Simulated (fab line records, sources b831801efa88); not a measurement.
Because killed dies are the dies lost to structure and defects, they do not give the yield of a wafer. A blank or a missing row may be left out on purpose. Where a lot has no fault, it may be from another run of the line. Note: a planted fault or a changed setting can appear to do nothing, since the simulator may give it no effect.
Chamber matching -- flow sky130 -- 3 sister chambers for SKY_CAP2M_CVD_00 on pecvd-02
The step deposits SiO2, target thk 15.5 nm. 3 wafers are shown with their chamber, then 7 later ones without.

EACH WAFER AND ITS CHAMBER
wafer,chamber,heater_power_w (W)
L083.1,0,766
L086.2,1,668
L086.3,2,706

WAFERS WITH NO CHAMBER GIVEN
wafer,heater_power_w (W)
L086.4,696
L092.1,653
L092.3,784
L092.6,796
L096.2,788
L096.4,765
L096.6,618

EACH ONE'S CHAMBER
wafer,from the rows above,in truth
L086.4,can't be placed: 2 or 1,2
L092.1,can't be placed: 1 or 2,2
L092.3,0,0
L092.6,0,0
L096.2,0,0
L096.4,0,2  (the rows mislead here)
L096.6,can't be placed: 1 or 2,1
Correctly placed: 3 of 7. Unplaceable from these rows: 3, with the true chamber sitting among the candidates in 3. Number placed wrongly: 1.
How it was worked out, from the rows above alone: a wafer's distance from a chamber is the root of the sum, over the readings, of the square of ((its reading less the chamber's mean) divided by the reading's scatter). If the next closest chamber is less than 2 further off than the closest, the wafer can't be placed; otherwise it belongs to the closest. Each chamber's mean is taken over the wafers shown for it. The scatter: with one shown wafer a chamber, the root of the mean of the squares of how far each hidden wafer lies from its nearest shown one.
